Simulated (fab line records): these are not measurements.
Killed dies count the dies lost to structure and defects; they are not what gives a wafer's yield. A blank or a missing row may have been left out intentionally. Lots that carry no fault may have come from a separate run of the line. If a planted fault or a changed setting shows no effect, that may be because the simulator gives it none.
fab line records	flow sky130
[record] lots = 6	wafers = 18	last-day = 50
route steps=708 shown METAL4@627 VIA4@639 PAD_OPEN@708
lots untouched by any fault: they come from a run of this same line in which no faults occurred
start-h: hours from the record's opening day to when the first of the lot's shown wafers began	wait-h: how many hours have passed since the lot's step before this one	" repeats the value in the row above	L1.1+2: one row covering several wafers at once	- no value, or no start given	* or withheld: withheld	< > ~ a bound
route shown NAME@n: NAME is a module with steps in the file, n the number in the route of the first one	usual: the fault-free wafers' mean and standard deviation	same: alike in all rows	chamber/n: place in a boat	sites: readings site by site	_std_site: the values' standard deviation	_edge_site: mean of outer sites minus mean of inner sites	radius-mm: for every site, how far away it sits from the centre of the wafer	mask NAME#n: copy n	behind: the most recent tool/chamber to have shaped the wafer	hold: what put the lot on hold/how long, in hours/how the hold closed	device: the n, p or np transistor that did not switch	end of line: the route-end tests of the same wafers	where a step has no rows: the recipe by itself	killed: count of dies lost to structure and defects at first sort (not the wafer's yield)	map: a wafer's dies, marking killed ones x, the rest . and places with no die _
set.NAME: the setting that was run; set.NAME@STEP: the one run at that earlier step	model.NAME: the simulator's own value behind a step, which no gauge read
lots seen at some steps along the route; tables by step, rows by wafer
services: the hour from which a tool's chamber was out of use, counted from the record's first day as start-h (under 0 if before that day), plus the number of hours and why
[[steps]]
[step SKY_METAL4_PEB_11]
[recipe] peb-temp-c = withheld	peb-time-s = withheld	resist = KrF-thick
[step SKY_METAL4_DEVELOP_12]
[recipe] develop-time-s = 60	resist = KrF-thick	dev-temp-c = 21
[step SKY_METAL4_CD_MEAS_13]
[recipe] target-cd-nm = 300
[usual] cd-nm = 299.9/1.5
lot.wafer	tool	chamber	start-h	wait-h	cd-nm
L294.2	cd-sem-02	-	988.26	-	299.7
L294.3	"	-	"	"	300.9
L294.4	"	-	"	"	300.0
L299.1	cd-sem-01	-	1033.04	-	299.6
L299.3	"	-	"	"	300.3
L299.4	"	-	"	"	301.3
L300.1	cd-sem-01	-	1036.09	-	301.8
L300.3	"	-	"	"	301.1
L300.6	"	-	"	"	301.8
L311.3	cd-sem-02	-	1102.85	-	298.8
L311.4	"	-	"	"	299.2
L311.5	"	-	"	"	298.7
L312.4	cd-sem-01	-	1104.42	-	298.3
L312.5	"	-	"	"	299.4
L312.6	"	-	"	"	299.5
L314.1	cd-sem-02	-	1122.24	-	298.3
L314.4	"	-	"	"	299.8
L314.6	"	-	"	"	300.8
[step SKY_METAL4_OVL_MEAS_14]
[usual] METAL4_OVL = -1/6.1
lot.wafer	tool	chamber	start-h	wait-h	METAL4_OVL[nm]
L294.2	overlay-01	-	988.37	0.1	5
L294.3	"	-	"	"	4
L294.4	"	-	"	"	-1
L299.1	overlay-02	-	1033.16	0.1	7
L299.3	"	-	"	"	5
L299.4	"	-	"	"	7
L300.1	overlay-01	-	1036.21	0.1	3
L300.3	"	-	"	"	9
L300.6	"	-	"	"	10
L311.3	overlay-01	-	1102.95	0.1	-4
L311.4	"	-	"	"	-11
L311.5	"	-	"	"	-10
L312.4	overlay-01	-	1104.50	0.1	-9
L312.5	"	-	"	"	-5
L312.6	"	-	"	"	-6
L314.1	overlay-02	-	1122.36	0.1	6
L314.4	"	-	"	"	-6
L314.6	"	-	"	"	6
[step SKY_METAL4_DESCUM_15]
[recipe] chemistry = O2	source-power-w = 150	bias-power-w = 0	pressure-mtorr = 10	temp-c = 40	time-s = 8
[usual] drypump-motor-current-A = 5.9/0.5	oes-product-au = 0.999/0.009
lot.wafer	tool	chamber	start-h	wait-h	drypump-motor-current-A	oes-product-au	rf-hours-counter-h
L294.2	rie-metal-04	0	988.40	0.0	6.0	0.991	20
L294.3	"	0	"	"	6.0	0.982	-
L294.4	"	1	"	"	6.0	1.001	-
L299.1	rie-metal-02	0	1033.20	0.0	6.6	1.004	9
L299.3	"	0	"	"	6.6	1.007	-
L299.4	"	1	"	"	5.5	1.009	-
L300.1	rie-metal-02	1	1036.25	0.0	5.5	1.011	1
L300.3	"	1	"	"	5.5	1.009	-
L300.6	"	1	"	"	5.5	1.006	-
L311.3	rie-metal-01	1	1102.98	0.0	5.2	0.997	-
L311.4	"	0	"	"	6.4	1.006	-
L311.5	"	0	"	"	6.4	0.996	-
L312.4	rie-metal-02	1	1104.53	0.0	5.5	1.019	-
L312.5	"	1	"	"	5.4	1.007	-
L312.6	"	0	"	"	6.6	1.005	-
L314.1	rie-metal-02	1	1122.39	0.0	5.5	1.001	6
L314.4	"	1	"	"	5.5	1.016	-
L314.6	"	1	"	"	5.5	1.002	-
[step SKY_METAL4_ETCH_16]
[recipe] chemistry = N2/H2	target = BARC	ion-energy-ev = 200	bias-w = 100	pressure-mtorr = 30	n2-flow-sccm = 100	h2-flow-sccm = 200	icp-w = 500	stop-on = SiO2	time-s = 88.2	target-depth-a = 600
[usual] drypump-motor-current-A = 6.0/0.5	oes-product-au = 0.626/0.0048	throttle-valve-pct = 13.204/0.0086
lot.wafer	tool	chamber	start-h	wait-h	drypump-motor-current-A	oes-product-au	rf-hours-counter-h	throttle-valve-pct
L294.2	rie-metal-04	0	988.43	0.0	6.0	0.625	20	13.208
L294.3	"	0	"	"	6.0	0.626	-	13.204
L294.4	"	1	"	"	6.0	0.625	-	13.196
L299.1	rie-metal-02	0	1033.23	0.0	6.6	0.628	9	13.181
L299.3	"	0	"	"	6.6	0.630	-	13.202
L299.4	"	1	"	"	5.5	0.629	-	13.198
L300.1	rie-metal-02	1	1036.28	0.0	5.5	0.631	1	13.212
L300.3	"	1	"	"	5.5	0.636	-	13.209
L300.6	"	1	"	"	5.5	0.627	-	13.217
L311.3	rie-metal-01	1	1103.03	0.0	5.2	0.630	-	13.203
L311.4	"	0	"	"	6.4	0.629	-	13.199
L311.5	"	0	"	"	6.4	0.625	-	13.206
L312.4	rie-metal-02	1	1104.58	0.0	5.5	0.637	-	13.207
L312.5	"	1	"	"	5.5	0.630	-	13.200
L312.6	"	0	"	"	6.6	0.628	-	13.216
L314.1	rie-metal-02	1	1122.43	0.0	5.4	0.629	6	13.198
L314.4	"	1	"	"	5.4	0.628	-	13.205
L314.6	"	1	"	"	5.4	0.623	-	13.196
[step SKY_METAL4_ETCH_17]
[recipe] target = SiO2	stop-on = TiN	chemistry = C4F8/O2/Ar	source-w = 1500	bias-w = 1200	pressure-mtorr = 40	c4f8-flow-sccm = withheld	O2_flow_sccm = 6	Ar_flow_sccm = 300	time-s = 3.9	target-depth-a = 150
[usual] oes-product-au = 0.754/0.0067
lot.wafer	tool	chamber	start-h	wait-h	oes-product-au	rf-hours-counter-h
L294.2	rie-diel-04	3	988.53	0.1	0.753	6
L294.3	"	1	"	"	0.744	14
L294.4	"	2	"	"	0.753	-
L299.1	rie-diel-01	2	1033.33	0.1	0.752	4
L299.3	"	0	"	"	0.757	5
L299.4	"	3	"	"	0.752	12
L300.1	rie-diel-02	0	1036.38	0.1	0.748	22
L300.3	"	1	"	"	0.753	10
L300.6	"	0	"	"	0.768	-
L311.3	rie-diel-02	3	1103.10	0.0	0.750	15
L311.4	"	2	"	"	0.756	12
L311.5	"	3	"	"	0.749	-
L312.4	rie-diel-01	3	1104.65	0.0	0.749	14
L312.5	"	1	"	"	0.762	-
L312.6	"	0	"	"	0.756	-
L314.1	rie-diel-04	2	1122.52	0.1	0.747	10
L314.4	"	1	"	"	0.756	18
L314.6	"	2	"	"	0.759	-
[step SKY_METAL4_METAL_ETCH_18]
[recipe] target-depth-a = 8450	stop-on = SiO2	over-etch-frac = 0.3	time-s = 183.1	chemistry = Cl2/BCl3	resist-sidewall-deg = 88	pressure-mtorr = 10	icp-w = 900	bias-w = 48.5	Cl2_flow_sccm = 60	bcl3-flow-sccm = 30
[usual] drypump-motor-current-A = 5.9/0.49	mfc-cl2-sccm = 60.04/0.2	oes-product-au = 0.866/0.0065	throttle-valve-pct = 22.265/0.0087
lot.wafer	tool	chamber	start-h	wait-h	drypump-motor-current-A	mfc-cl2-sccm	oes-product-au	rf-hours-counter-h	throttle-valve-pct
L294.2	rie-metal-02	1	988.55	0.0	5.5	60.09	0.859	21	22.267
L294.3	"	1	"	"	5.5	60.37	0.858	-	22.279
L294.4	"	0	"	"	6.6	60.05	0.851	-	22.275
L299.1	rie-metal-01	0	1033.35	0.0	6.4	60.34	0.861	16	22.264
L299.3	"	1	"	"	5.2	60.16	0.870	-	22.275
L299.4	"	0	"	"	6.4	60.24	0.874	-	22.274
L300.1	rie-metal-01	0	1036.40	0.0	6.4	59.92	0.872	17	22.257
L300.3	"	1	"	"	5.2	59.84	0.873	-	22.276
L300.6	"	0	"	"	6.4	60.21	0.866	-	22.253
L311.3	rie-metal-02	0	1103.18	0.1	6.6	59.96	0.864	-	22.278
L311.4	"	1	"	"	5.4	59.94	0.861	-	22.271
L311.5	"	1	"	"	5.5	59.82	0.878	-	22.267
L312.4	rie-metal-04	1	1104.73	0.1	6.0	60.32	0.875	-	22.260
L312.5	"	1	"	"	6.0	60.22	0.858	-	22.270
L312.6	"	0	"	"	6.0	59.86	0.866	-	22.253
L314.1	rie-metal-01	1	1122.54	0.0	5.2	59.89	0.871	15	22.269
L314.4	"	1	"	"	5.2	59.73	0.870	-	22.249
L314.6	"	0	"	"	6.4	59.97	0.854	-	22.258
[step SKY_METAL4_STRIP_19]
[recipe] chemistry = O2/N2	power-w = 1400	pressure-mtorr = 1500	platen-temp-c = withheld	o2-flow-sccm = 3000	n2-flow-sccm = 300	overash-fraction = 0.5
[step SKY_METAL4_STRIP_20]
[recipe] chemistry = post-etch-residue-remover	time-s = 1200	temp-c = 72.5
[step SKY_METAL4_CLEAN_21]
[recipe] chemistry = IPA	time-s = 180	temp-c = 25
[step SKY_METAL4_CLEAN_22]
[recipe] chemistry = O3/DIW	dry = n2-spin
[step SKY_VIA4_HDPCVD_00]
[recipe] material = SiO2	target-thk-nm = 1750	sigma-open-frac = 0.3	time-s = 291.7	temp-c = 400	sih4-flow-sccm = 60	pressure-mtorr = 6
[usual] sih4-flow-sccm = 60.00/0.17
lot.wafer	tool	chamber	start-h	wait-h	sih4-flow-sccm	model.SiO2_of_VIA4_HDPCVD_00.thk-nm
L294.2	hdpcvd-02	0	989.32	0.0	60.09	1722
L294.3	"	1	"	"	59.90	1736
L294.4	"	0	"	"	60.05	1724
L299.1	hdpcvd-01	2	1034.13	0.0	59.87	1745
L299.3	"	1	"	"	59.80	1750
L299.4	"	1	"	"	59.88	1749
L300.1	hdpcvd-01	1	1037.17	0.0	59.85	1758
L300.3	"	2	"	"	59.87	1731
L300.6	"	0	"	"	59.94	1738
L311.3	hdpcvd-01	0	1103.89	0.0	60.21	1718
L311.4	"	1	"	"	90.21	2626
L311.5	"	0	"	"	59.83	1755
L312.4	hdpcvd-01	0	1105.53	0.1	59.92	1743
L312.5	"	2	"	"	60.01	1745
L312.6	"	1	"	"	89.53	2615
L314.1	hdpcvd-02	1	1123.66	0.0	60.15	1766
L314.4	"	2	"	"	59.85	1736
L314.6	"	1	"	"	59.85	1740
[step SKY_VIA4_THK_MEAS_01]
[recipe] reads = SiO2_of_VIA4_HDPCVD_00
[usual] VIA4_HDPCVD_THK = 1744/16
lot.wafer	tool	chamber	start-h	wait-h	VIA4_HDPCVD_THK[nm]
L294.2	film-metro-02	-	989.60	0.2	1723
L294.3	"	-	"	"	1737
L294.4	"	-	"	"	1724
L299.1	film-metro-03	-	1034.30	0.1	1744
L299.3	"	-	"	"	1751
L299.4	"	-	"	"	1749
L300.1	film-metro-04	-	1037.35	0.1	1759
L300.3	"	-	"	"	1732
L300.6	"	-	"	"	1739
L311.3	film-metro-03	-	1104.09	0.1	1717
L311.4	"	-	"	"	2626
L311.5	"	-	"	"	1756
L312.4	film-metro-02	-	1105.65	0.0	1743
L312.5	"	-	"	"	1746
L312.6	"	-	"	"	2615
L314.1	film-metro-04	-	1123.84	0.1	1766
L314.4	"	-	"	"	1735
L314.6	"	-	"	"	1740
[step SKY_VIA4_CMP_02]
[recipe] material = SiO2	down-force-psi = 4	platen-rpm = 60	pad-velocity-m-s = 0.94248
[usual] motor-current-A = 12.4/1.2
lot.wafer	tool	chamber	start-h	wait-h	motor-current-A
L294.4	cmp-01	2	989.65	0.0	10.7
L294.2	"	3	"	"	14.1
L294.3	"	0	"	"	11.0
L299.4	cmp-01	2	1034.41	0.1	10.7
L299.3	"	3	"	"	13.8
L299.1	"	0	"	"	11.1
L300.1	cmp-02	0	1037.41	0.1	14.3
L300.3	"	1	"	"	10.4
L300.6	"	1	"	"	10.2
L311.4	cmp-02	2	1106.08	2.0	12.5
L311.3	"	0	"	"	14.4
L311.5	"	2	"	"	11.8
L312.4	cmp-01	0	1107.54	1.9	11.2
L312.6	"	3	"	"	14.2
L312.5	"	0	"	"	11.4
L314.1	cmp-02	1	1123.95	0.1	11.2
L314.4	"	2	"	"	12.1
L314.6	"	1	"	"	10.8
[step SKY_PAD_OPEN_PROBE_99]
[usual] defect-limited-yield = 82.5/1.9	killed_at_M0_to_M3 = 44/6.4	killed_at_M4_up = 3.4/2.1	killed-at-contacts = 23/5	killed-at-front-end = 15/4.5	killed-at-other = 0.3/0.54	killed-dies = 86/9.5	killed-open = 48/6.9	killed-short = 38/5.9	sort_bin_3_pad_short = 0.8/0.44	sort_bin_5_function = 10.5/1.6	sort_bin_6_memory = 6.1/1.1	sort-n-pass = 406/9.5	sort-yield-pct = 82.5/1.9
[same] gross-dies = 492	killed-at-back-side = 0	sort_bin_4_leakage[%] = 0	sort_bin_8_speed[%] = 0
lot.wafer	tool	chamber	start-h	wait-h	defect-limited-yield[%]	killed_at_M0_to_M3	killed_at_M4_up	killed-at-contacts	killed-at-front-end	killed-at-other	killed-dies	killed-open	killed-short	sort_bin_3_pad_short[%]	sort_bin_5_function[%]	sort_bin_6_memory[%]	sort-n-pass	sort-yield-pct[%]
L300.1	prober-02	-	1126.73	0.1	83.5	38	0	29	14	0	81	44	37	0.6	8.7	7.1	411	83.5
L300.3	prober-02	-	1126.83	0.2	81.3	47	2	34	8	1	92	63	29	0.4	11.2	7.1	400	81.3
L300.6	prober-02	-	1126.98	0.2	83.7	39	4	26	11	0	80	42	38	0.4	11.0	4.9	412	83.7
// killed by level:class
L300.1 VIA1:geometric-particle:open=10 CONTACT:geometric-particle:open=9 FIELD_ISO:geometric-particle:short=7 LI_CONTACT:geometric-particle:open=7 VIA2:geometric-particle:open=7 CONTACT:geometric-particle:short=6 METAL1:geometric-particle:short=6 LOCAL_INTERCONNECT:geometric-particle:short=4
L300.3 CONTACT:geometric-particle:open=16 VIA1:geometric-particle:open=14 VIA3:geometric-particle:open=10 LI_CONTACT:geometric-particle:open=7 CONTACT:geometric-particle:short=7 VIA2:geometric-particle:open=6 METAL1:geometric-particle:short=5 VIA3:geometric-particle:short=3
L300.6 LI_CONTACT:geometric-particle:open=10 VIA1:geometric-particle:open=9 VIA3:geometric-particle:open=7 POLY_GATE:geometric-particle:short=6 CONTACT:geometric-particle:open=6 VIA2:geometric-particle:open=6 LI_CONTACT:geometric-particle:short=5 VIA2:geometric-particle:short=5
[[services]]
tool	chamber	start-h	hours	kind
hdpcvd-02	0	965.25	-	clean
hdpcvd-02	1	965.25	-	clean
hdpcvd-02	2	965.25	-	clean
hdpcvd-02	2	971.21	23.7	repair
hdpcvd-01	1	986.50	9.4	repair
rie-diel-02	2	1002.32	1.3	repair
rie-metal-04	0	1014.67	-	clean
rie-metal-04	0	1014.67	14.9	scheduled-down
rie-metal-04	0	1014.67	14.9	vent-cycle
rie-metal-02	1	1014.87	-	clean
rie-metal-02	1	1014.87	15.3	scheduled-down
rie-metal-02	1	1014.87	15.3	vent-cycle
hdpcvd-02	1	1016.32	6.1	repair
rie-diel-01	0	1041.95	8.5	repair
rie-diel-04	1	1050.04	2.7	repair
rie-diel-02	3	1062.39	3.0	repair
hdpcvd-02	1	1064.39	19.9	repair
rie-diel-02	0	1067.84	-	clean
rie-metal-02	-	1068.06	1.4	pm
cmp-02	-	1084.76	4.0	pm
cmp-02	-	1085.03	0.3	repair
cmp-02	-	1088.76	-	consumable-replace:conditioner
cmp-02	-	1088.76	-	consumable-replace:pad
rie-metal-04	-	1092.43	0.4	repair
[[key]]
[first-sign] step = SKY_VIA4_HDPCVD_00	reading = sih4-flow-sccm	direction = up	sigmas = 99+	usual = 60.00	struck = 89.87
[effect] step = SKY_VIA4_THK_MEAS_01	reading = VIA4_HDPCVD_THK	direction = up	sigmas = 55	usual = 1744	struck = 2620
[model-effect] step = SKY_VIA4_HDPCVD_00	value = SiO2_of_VIA4_HDPCVD_00.thk-nm	without = 1746	struck = 2621
met-at SKY_VIA4_HDPCVD_00
struck-wafers L311.4,L312.6
onset-between 1037.17 1103.89
[fault] kind = process-parameter-drift	tool = hdpcvd-01	chamber = 1	onset-h = 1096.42	steps = SKY_VIA4_HDPCVD_00	channel = sih4-flow-sccm	offset = 30	shape = step	end-h = 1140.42	acts-in = these-recipes-only	stated = 60
